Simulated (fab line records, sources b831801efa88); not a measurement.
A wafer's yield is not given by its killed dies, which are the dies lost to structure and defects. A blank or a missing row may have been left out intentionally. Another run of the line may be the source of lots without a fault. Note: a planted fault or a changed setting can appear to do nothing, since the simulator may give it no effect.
The tool behind it: which one?    flow sky130    Sampling: 13 lots, 39 wafers, 4 of 708 route steps

## WHAT EACH GAUGE READ, for each wafer
SKY_CONTACT_CD_MEAS_14: the cd target is 170 nm. Usual: cdNm reads 170.4 nm (standard deviation 1.1).
lot   measured      on        cdNm (nm)          flag
L100  day 31 14:28  cdSem-02  170.9 170.1 169.9  
L101  day 32 00:59  cdSem-02  170.3 170.2 168.8  
L102  day 32 09:07  cdSem-02  171.0 170.5 170.8  
L104  day 33 01:31  cdSem-02  169.5 171.1 168.5  
L105  day 33 10:43  cdSem-02  171.0 169.4 169.8  
L106  day 33 19:14  cdSem-02  170.4 170.9 170.1  
L108  day 34 05:40  cdSem-02  172.7 171.7 171.4  
L109  day 34 13:50  cdSem-02  170.1 171.6 170.3  
L110  day 34 22:35  cdSem-02  171.8 171.7 171.5  
L113  day 35 18:33  cdSem-02  169.1 169.2 168.8  
L114  day 36 07:41  cdSem-01  171.5 170.6 172.0  
L116  day 36 23:36  cdSem-02  170.4 169.1 170.1  
L122  day 38 15:17  cdSem-01  171.1 170.2 171.5  

SKY_METAL1_CD_MEAS_15: the cd target is 140 nm. Usual: cdNm reads 139.5 nm (standard deviation 1.6).
lot   measured      on        cdNm (nm)          flag
L100  day 32 19:20  cdSem-02  137.9 135.8 136.1  
L101  day 33 05:44  cdSem-02  138.8 140.9 138.8  
L102  day 33 13:58  cdSem-02  141.7 141.6 142.1  
L104  day 34 05:48  cdSem-02  140.4 138.9 138.5  
L105  day 34 14:40  cdSem-02  138.1 136.8 136.6  
L106  day 35 00:01  cdSem-02  139.8 140.6 140.3  
L108  day 35 10:05  cdSem-02  138.2 137.5 139.7  
L109  day 35 17:28  cdSem-02  138.5 139.0 139.9  
L110  day 36 02:00  cdSem-01  138.1 136.3 137.2  
L113  day 36 22:10  cdSem-01  140.0              
L114  day 37 10:34  cdSem-01  139.8 139.3 140.7  
L116  day 38 02:44  cdSem-02  140.0 140.6 140.3  
L122  day 39 16:46  cdSem-02  138.0 138.7 140.5  

## EACH LOT AND THE TOOL THAT RAN IT (in order: tool; ch and the chambers of the sampled wafers; start)
lot   SKY_CONTACT_ETCH_16                SKY_CONTACT_CMP_27
L100  rieDiel-04 ch 1,3, day 31 14:37    cmp-02 ch 1,2,3, day 31 15:45
L101  rieDiel-02 ch 0,1,2, day 32 01:08  cmp-02 ch 0,2,3, day 32 02:17
L102  rieDiel-04 ch 2,3, day 32 09:14    cmp-02 ch 1,2, day 32 10:23
L104  rieDiel-03 ch 1,2,3, day 33 01:38  cmp-01 ch 0,1,2, day 33 02:46
L105  rieDiel-02 ch 1,2, day 33 10:51    cmp-01 ch 1,2, day 33 12:05
L106  rieDiel-03 ch 0,1, day 33 19:23    cmp-02 ch 0,1,2, day 33 20:29
L108  rieDiel-03 ch 0,1, day 34 05:49    cmp-02 ch 0,3, day 34 06:59
L109  rieDiel-02 ch 0,2,3, day 34 13:58  cmp-02 ch 0,2, day 34 15:08
L110  rieDiel-03 ch 2,3, day 34 22:43    cmp-01 ch 1,3, day 34 23:48
L113  rieDiel-02 ch 0,2,3, day 35 18:41  cmp-02 ch 0,1,2, day 35 19:57
L114  rieDiel-03 ch 0,1,3, day 36 07:50  cmp-01 ch 0,1,3, day 36 08:57
L116  rieDiel-02 ch 0,2,3, day 36 23:44  cmp-01 ch 0,2,3, day 37 00:55
L122  rieDiel-02 ch 0,1,3, day 38 15:26  cmp-01 ch 0,1,2, day 38 16:31
- SKY_CONTACT_ETCH_16: etches BARC in N2/H2, stops on SiO2, time 45.9 s, target depth 60 nm.
- SKY_CONTACT_CMP_27: polishes, stops on SiO2, t overpolish 15 s, target thk 0 nm.

## AS READ BY THE TOOLS THEMSELVES (means over the sampled wafers that have a number; for cases with no such wafer, the mark the record gives instead)
SKY_CONTACT_ETCH_16. Usual: drypumpMotorCurrentA 5.7 A, standard deviation 0.36; oesProductAu 0.854 a.u., standard deviation 0.0048; throttleValvePct 13.225 %, standard deviation 0.0098.
lot   tool        drypumpMotorCurrentA (A)  oesProductAu (a.u.)  throttleValvePct (%)  flag
L100  rieDiel-04  5.3                       0.857                13.224                
L101  rieDiel-02  5.8                       0.859                13.230                
L102  rieDiel-04  6.1                       0.856                13.227                
L104  rieDiel-03  5.4                       0.862                13.226                
L105  rieDiel-02  5.6                       0.856                13.220                
L106  rieDiel-03  5.2                       0.854                13.227                
L108  rieDiel-03  5.6                       0.853                13.225                
L109  rieDiel-02  5.8                       0.851                13.231                
L110  rieDiel-03  5.6                       0.853                13.236                
L113  rieDiel-02  5.8                       0.855                13.227                
L114  rieDiel-03  5.5                       0.850                13.225                
L116  rieDiel-02  5.8                       0.848                13.227                
L122  rieDiel-02  5.8                       0.851                13.217                

SKY_CONTACT_CMP_27. Usual: motorCurrentA 10.9 A, standard deviation 0.83; overpolishRunS 15.000 s, standard deviation 0.0085; timeToEndpointS 82 s, standard deviation 4.4.
lot   tool    motorCurrentA (A)  overpolishRunS (s)  timeToEndpointS (s)  flag
L100  cmp-02  10.6               14.986              82                   
L101  cmp-02  10.7               15.008              84                   
L102  cmp-02  11.1               14.996              79                   
L104  cmp-01  11.4               14.997              78                   
L105  cmp-01  11.4               14.995              83                   
L106  cmp-02  11.0               15.001              82                   
L108  cmp-02  10.6               14.995              87                   
L109  cmp-02  11.1               14.994              82                   
L110  cmp-01  10.9               15.003              82                   
L113  cmp-02  11.0               5.025               110                  OFF
L114  cmp-01  11.1               15.004              80                   
L116  cmp-01  11.7               14.994              79                   
L122  cmp-01  11.4               15.006              80                   

## THE ANSWER, worked out from the rows above alone
Rule: take the mean of a lot's wafers that have a number; if it is more than 3 standard deviations from the usual mean, the lot is off. A lot without any number at a reading at which 4 lots or more have one is off too. Any other lot the step has rows for is counted as sound. The gauges are gone through in route order, then the tools' own readings, and for those a lot's mean is taken as printed above. At the first step where some lot is off, the reading lying furthest off is the one used; lots without a number count as furthest.
Off, at SKY_CONTACT_CMP_27 on overpolishRunS: L113.
If a tool, at that step or one of the process steps before it, ran each lot that is off and ran no sound lot following the first of them, it fits. One fits: cmp-02 at SKY_CONTACT_CMP_27. Its last sound lot is L109 (day 34 15:08), its first lot that is off L113 (day 35 19:57): a fault that began between those two fits.
The tool's own readings at SKY_CONTACT_CMP_27 bear it out: on the lots that are off they differ by more than 5 times the standard deviation of the sound lots' means. overpolishRunS reads 5.025 s there against 14.998 s on the sound lots; timeToEndpointS reads 110 s there against 82 s on the sound lots.

## WHAT HAD BEEN PUT IN BY THE SIMULATOR
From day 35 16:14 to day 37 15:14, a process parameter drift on cmp-02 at SKY_CONTACT_CMP_27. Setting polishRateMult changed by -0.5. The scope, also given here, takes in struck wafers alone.
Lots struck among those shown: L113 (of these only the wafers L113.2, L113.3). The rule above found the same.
